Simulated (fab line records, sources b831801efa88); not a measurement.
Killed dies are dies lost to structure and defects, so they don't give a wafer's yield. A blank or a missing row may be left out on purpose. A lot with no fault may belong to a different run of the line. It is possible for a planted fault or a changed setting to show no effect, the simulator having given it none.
Chamber matching + flow sky130 + SKY_VIA3_ETCH_15 on rie diel-03 has 4 sister chambers
The step etches SiO2 in C4F8/O2/Ar, stops on TiN, target depth 507 nm, time 78 s. 8 wafers are shown with their chamber, then 7 later ones without.

## EACH WAFER AND ITS CHAMBER
| wafer  | chamber | oes product au (a.u.) |
|--------|---------|-----------------------|
| L079.1 | 3       | 0.943                 |
| L079.4 | 0       | 0.951                 |
| L084.3 | 3       | 0.940                 |
| L089.1 | 2       | 0.946                 |
| L089.4 | 1       | 0.951                 |
| L089.6 | 1       | 0.942                 |
| L091.1 | 0       | 0.947                 |
| L091.2 | 2       | 0.950                 |

## WAFERS MISSING THEIR CHAMBER
| wafer  | oes product au (a.u.) |
|--------|-----------------------|
| L091.5 | 0.940                 |
| L094.1 | 0.946                 |
| L094.4 | 0.947                 |
| L094.5 | 0.952                 |
| L096.2 | 0.936                 |
| L096.3 | 0.945                 |
| L096.6 | 0.946                 |

## EACH ONE'S CHAMBER
| wafer  | from the rows above               | in truth |
|--------|-----------------------------------|----------|
| L091.5 | can't be placed: 3 or 1 or 2 or 0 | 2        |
| L094.1 | can't be placed: 1 or 2 or 0 or 3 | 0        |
| L094.4 | can't be placed: 1 or 2 or 0 or 3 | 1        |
| L094.5 | can't be placed: 0 or 2 or 1 or 3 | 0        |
| L096.2 | can't be placed: 3 or 1 or 2 or 0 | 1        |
| L096.3 | can't be placed: 1 or 2 or 3 or 0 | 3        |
| L096.6 | can't be placed: 1 or 2 or 0 or 3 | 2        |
Correct placement for 0 of the 7. These rows do not allow placing 7 (true chamber among the candidates in 7). Placed wrongly: 0.
How it was worked out, from the rows above alone: a wafer's distance from a chamber is the root of the sum, over the readings, of the square of ((its reading less the chamber's mean) divided by the reading's scatter). The wafer belongs to the nearest chamber; if the next one is less than 2 further off, it can't be placed. The mean given for a chamber averages the wafers shown for that chamber. How the scatter is found: for the shown wafers, subtract from each reading the mean of its chamber, square and add these, divide the total by (wafers less chambers), then take the root.
